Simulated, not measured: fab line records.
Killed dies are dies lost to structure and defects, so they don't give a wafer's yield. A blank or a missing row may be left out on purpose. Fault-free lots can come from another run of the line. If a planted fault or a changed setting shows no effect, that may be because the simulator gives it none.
A single fault, viewed from 2 desks -- flow gf180mcu -- each desk has only its own numbers; what lay behind them comes last

## AT THE METROLOGY DESK
What the gauges read for every lot (on any tool): the sampled wafers with a number, averaged. The brackets show how far a lot's mean lies from the usual mean; more than 4 standard deviations puts the lot out of limits, marked OUT.
Columns: A = STI_OXIDATION_02_THK at GF_STI_THK_MEAS_30, usual 9.94 nm; B = VT_IMPLANT_3_TW at GF_VT_IMPLANT_TW_MEAS_32, usual 271.5; C = VT_IMPLANT_03_OVL at GF_VT_IMPLANT_OVL_MEAS_40, usual -0.3 nm; D = VT_IMPLANT_4_TW at GF_VT_IMPLANT_TW_MEAS_43, usual 697.4
lot,first seen here,A,B,C,D
L239,day 2 06:01,9.87,273.0,1.4,699.6
L241,day 2 18:47,9.86,267.9,-0.6,697.3
L242,day 3 01:03,10.04,271.5,0.0,697.8
L243,day 3 02:42,9.69,271.6,0.8,700.0
L244,day 3 09:24,10.28,270.6,1.1,698.3
L245,day 3 15:52,10.23,271.2,0.5,696.5
L246,day 3 18:00,10.00,271.4,-1.0,695.6
L247,day 3 23:22,9.88,270.0,-2.9,697.9
L250,day 4 17:10,9.84,273.0,0.6,696.5
L252,day 5 01:56,9.54,273.3,-0.1,692.9
L253,day 5 08:10,9.81,271.3,-0.3,700.4
L259,day 6 13:55,15.51 (+31) OUT,271.2,-1.9,698.4
L261,day 7 01:40,15.56 (+31) OUT,271.9,-1.1,697.5
L262,day 7 04:15,10.00,270.6,-1.5,696.9
Finding of this desk: L259, L261 out of limits, first seen on L259 at day 6 13:55 (STI_OXIDATION_02_THK at GF_STI_THK_MEAS_30). In limits: L239, L241, L242, L243, L244, L245, L246, L247, L250, L252, L253, L262.

## FOR THE TOOL OWNER'S DESK: furnace-01
The tool's own readings at GF_STI_OXIDATION_29 (stabilise 600 s, purge 300 s, target thk 10 nm): means of the sampled wafers that have a number, for each lot that ran on this tool. The brackets show how far a lot's mean lies from the usual mean; more than 4 standard deviations puts the lot out of limits, marked OUT.
Columns: A = ox-temp-c-max at GF_STI_OXIDATION_29, usual 903.4; B = spike-tc-upper-C at GF_STI_OXIDATION_29, usual 900.8 C
lot,first seen here,A,B
L241,day 2 17:23,904.0,901.1
L243,day 3 01:18,902.5,900.9
L245,day 3 14:28,903.1,900.5
L247,day 3 21:57,903.6,900.7
L250,day 4 15:46,904.1,901.0
L259,day 6 12:31,903.7,901.4
L261,day 7 00:15,903.7,901.1
This desk found nothing out of limits on any of the 7 lots.

## TAKEN TOGETHER
At day 6 13:55 the metrology desk could have sounded an alarm, on L259, L261.
Nothing out of limits was seen by the tool owner's desk.
Tool owner's desk: L259, L261 on record, inside its limits.
GF_STI_OXIDATION_29 was run on furnace-01 by each of the lots named.

## WHAT HAD BEEN PUT IN BY THE SIMULATOR
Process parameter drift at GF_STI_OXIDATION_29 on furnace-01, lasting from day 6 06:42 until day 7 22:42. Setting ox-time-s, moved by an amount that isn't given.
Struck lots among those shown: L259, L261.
Hours from the fault's start to each desk's first reading out of limits: the metrology desk, 7.
